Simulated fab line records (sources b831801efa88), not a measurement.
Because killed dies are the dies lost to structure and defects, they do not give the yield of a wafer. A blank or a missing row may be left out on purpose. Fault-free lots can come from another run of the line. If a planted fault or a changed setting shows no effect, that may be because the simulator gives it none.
Struck lot and sound lot, side by side | flow sky130 | 18 out of 708 route steps
Sound: the wafers L976.4, L976.5, L976.6. Struck: wafers L983.1, L983.4. (L983.6 of the same lot was not struck and is left out.) The cause comes at the end.
Each step with rows lists, per side, the tool, then ch with its chambers, then its first start. Under that, the readings that differ: sound wafers | struck wafers | difference of the means | sigmas: that difference in standard deviations of wafers without a fault.
alike: readings whose means differ by less than 2 such deviations, and words and numbers that are the same on both sides. not compared: withheld readings, readings that some wafer has no value for, bounds like >300 that may hide the same value, and numbers for which the record gives no deviation and whose values overlap.
A row with sigmas, a row that says differs or no value, or rows on one side alone: a step with any of these is where the two part. Numbers that have no deviation but don't overlap get no sigmas and don't part them. A reading that every wafer of one side lacks parts them only if that side has two wafers or more.

first, 3 steps without rows for these wafers: SKY_POLY_CUT_EXPOSE_05 (exposes mask NPCM, target cd 270 nm); SKY_POLY_CUT_PEB_06; SKY_POLY_CUT_DEVELOP_07 (develop time 60 s).
SKY_POLY_CUT_CD_MEAS_08: the cd target is 270 nm.
  sound on cd-sem-02, day 26 16:59; struck on cd-sem-02, day 29 00:48
  alike: cd-nm
SKY_POLY_CUT_OVL_MEAS_09:
  sound on overlay-02, day 26 17:04; struck on overlay-01, day 29 00:55
  alike: POLY_CUT_OVL
SKY_POLY_CUT_ETCH_10: etches BARC in N2/H2, stops on SiO2, time 45.9 s, target depth 60 nm.
  sound on rie-diel-04 ch 0,1,3, day 26 17:05; struck on rie-diel-02 ch 1,3, day 29 00:58
  alike: drypump-motor-current-A, oes-product-au, throttle-valve-pct
  not compared: rf-hours-counter-h
SKY_POLY_CUT_ETCH_11: etches Si3N4 in CF4/CH2F2/Ar, stops on poly-Si, time 42.5 s, target depth 60 nm.
  sound on rie-diel-04 ch 0,1,3, day 26 17:08; struck on rie-diel-02 ch 1,3, day 29 01:00
  alike: ch2f2-flow-sccm, drypump-motor-current-A, oes-product-au, throttle-valve-pct
  not compared: rf-hours-counter-h
SKY_POLY_CUT_STRIP_12: strips in O2/N2.
  sound on plasma-asher-03 ch 0,1, day 26 17:13; struck on plasma-asher-04 ch 1, day 29 01:02
  alike: drypump-motor-current-A, oes-product-au, strip-time-to-endpoint-s
  not compared: rf-hours-counter-h
then, 4 steps without rows for these wafers: SKY_SD_P_DEHYDRATE_00 (time 60 s); SKY_SD_P_HMDS_01 (prime time 60 s); SKY_SD_P_COAT_02 (resist thk 1140 nm); SKY_SD_P_SOFTBAKE_03 (time 60 s).
SKY_SD_P_EXPOSE_04: exposes mask PSDM, target cd 380 nm.
  sound on iline-stepper-01 ch 0, day 27 07:40; struck on iline-stepper-02 ch 0, day 29 15:32
  alike: mask
then, 2 steps without rows for these wafers: SKY_SD_P_PEB_05; SKY_SD_P_DEVELOP_06 (develop time 60 s).
SKY_SD_P_CD_MEAS_07: the cd target is 380 nm.
  sound on cd-sem-01, day 27 21:46; struck on cd-sem-02, day 30 04:36
  reading    | sound             | struck      | difference | sigmas
  cd-nm (nm) | 381.1 379.1 377.8 | 362.4 362.4 | -16.9      | -8
SKY_SD_P_OVL_MEAS_08:
  sound on overlay-01, day 27 21:50; struck on overlay-02, day 30 04:43
  alike: SD_P_OVL
-- the record jumps here: 19 days lie between the struck wafers' starts before and after (it left off in module SD_P and takes up again in module PAD_OPEN, whose first step shown is number 708 of the route) --
SKY_PAD_OPEN_PROBE_99:
  sound on prober-01, day 47 15:02; struck on prober-01, day 49 00:19
  alike: killed_at_M0_to_M3, killed_at_M4_up, killed-at-contacts, killed-at-front-end, killed-at-other, killed-dies, killed-open, killed-short

== WHERE THEY PART ==
SKY_SD_P_CD_MEAS_07 only, going by this record. Later steps at which nothing parts them and some readings are alike: SKY_SD_P_OVL_MEAS_08, SKY_PAD_OPEN_PROBE_99.

WHY: what had been put in by the simulator
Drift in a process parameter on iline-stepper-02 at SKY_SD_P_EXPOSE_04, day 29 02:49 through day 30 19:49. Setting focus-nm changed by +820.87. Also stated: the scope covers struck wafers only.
